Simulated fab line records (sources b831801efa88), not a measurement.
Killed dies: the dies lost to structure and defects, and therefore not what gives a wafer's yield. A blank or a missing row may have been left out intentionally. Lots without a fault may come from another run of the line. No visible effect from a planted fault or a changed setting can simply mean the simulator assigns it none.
Struck lot and sound lot, side by side || flow sky130 || 15 out of 708 route steps
Sound: wafers L177.2, L177.3, L177.5. Struck: wafers L186.1, L186.4. (L186.6 of the same lot was not struck and is left out.) The cause comes at the end.
Order at every step that has rows: each side's tool, ch and its chambers, its first start. Under that, the readings that differ: sound wafers || struck wafers || difference of the means || sigmas: that difference in standard deviations of wafers without a fault.
alike: words and numbers the same on both sides, and readings whose means are apart by under 2 such deviations; not compared: readings that were withheld, readings missing a value for some wafer, numbers with overlapping values and no deviation given by the record, and bounds like >300 which may hide the same value.
The two part at a step that has a row with sigmas, a row that says differs or no value, or rows on one side only. Numbers that have no deviation but don't overlap get no sigmas and don't part them. A reading that every wafer of one side lacks parts them only if that side has two wafers or more.

SKY_VIA3_OVL_MEAS_13:
  struck on overlay-02, day 43 03:02; sound on overlay-01, day 40 03:18
  alike: VIA3_OVL
SKY_VIA3_ETCH_14: etches BARC in N2/H2, stops on SiO2, time 45.9 s, target depth 60 nm.
  sound on rie-diel-03 ch 0,3, day 40 03:20; struck on rie-diel-03 ch 2,3, day 43 03:04
  alike: bias-w, drypump-motor-current-A, oes-product-au, throttle-valve-pct
  not compared: rf-hours-counter-h
SKY_VIA3_ETCH_15: etches SiO2 in C4F8/O2/Ar, stops on TiN, target depth 507 nm, time 78 s.
  sound on rie-diel-03 ch 0,3, day 40 03:22; struck on rie-diel-03 ch 2,3, day 43 03:07
  alike: bias-w, oes-product-au
  not compared: rf-hours-counter-h
then, 4 steps without rows for these wafers: SKY_VIA3_STRIP_16 (strips in O2/N2); SKY_VIA3_STRIP_17 (strips in post etch residue remover, time 1200 s); SKY_VIA3_CLEAN_18 (cleans in IPA, time 180 s); SKY_VIA3_CLEAN_19 (cleans in O3/DIW).
SKY_VIA3_SPUTTER_20: material TiN, target thk 20 nm, time 80 s.
  struck on pvd-sputter-04, day 43 03:46; sound on pvd-sputter-01, day 40 04:22
  alike: throttle-valve-pct
SKY_VIA3_CVD_21: deposits W, target thk 390 nm, time 117.31 s.
  sound on cvd-w-02 ch 0,1, day 40 04:26; struck on cvd-w-01 ch 1, day 43 03:49
  alike: heater-power-w
  not compared: since-wet-clean-h
SKY_VIA3_RS_MEAS_22: a four-point-probe measurement.
  struck on film-metro-02, day 43 03:56; sound on film-metro-03, day 40 04:34
  alike: VIA3_W_RS
SKY_VIA3_THK_MEAS_23: measures by xrf.
  struck on film-metro-02, day 43 04:04; sound on film-metro-03, day 40 04:41
  alike: VIA3_W_THK
then, 1 step without rows for these wafers: SKY_VIA3_CMP_24 (polishes, stops on SiO2, t overpolish 20 s, target thk 0 nm).
SKY_METAL4_SPUTTER_00: material Ti, target thk 15 nm, time 10 s.
  struck on pvd-sputter-02, day 43 04:25; sound on pvd-sputter-02, day 40 05:02
{"reading": "model.Ti_of_METAL4_SPUTTER_00.thk-nm (nm)", "sound": "15.2 15.12 15.23", "struck": "18.46 18.42", "difference": "+3.26", "sigmas": ""}
  alike: throttle-valve-pct
SKY_METAL4_SPUTTER_01: material TiN, target thk 20 nm, time 16.7 s.
  struck on pvd-sputter-02, day 43 04:27; sound on pvd-sputter-02, day 40 05:03
  alike: throttle-valve-pct
-- the record jumps here: 6 days lie between the struck wafers' starts before and after (it left off in module METAL4 and takes up again in module PAD_OPEN, whose first step shown is number 708 of the route) --
SKY_PAD_OPEN_PROBE_99:
  struck on prober-02, day 48 17:15; sound on prober-01, day 46 05:03
  alike: defect-limited-yield, killed_at_M0_to_M3, killed_at_M4_up, killed-at-contacts, killed-at-front-end, killed-at-other, killed-dies, killed-open, killed-short, sort_bin_3_pad_short, sort_bin_5_function, sort_bin_6_memory, sort-n-pass, sort-yield-pct

## WHERE THEY PART
Nowhere in this record.

WHY: the cause the simulator had injected
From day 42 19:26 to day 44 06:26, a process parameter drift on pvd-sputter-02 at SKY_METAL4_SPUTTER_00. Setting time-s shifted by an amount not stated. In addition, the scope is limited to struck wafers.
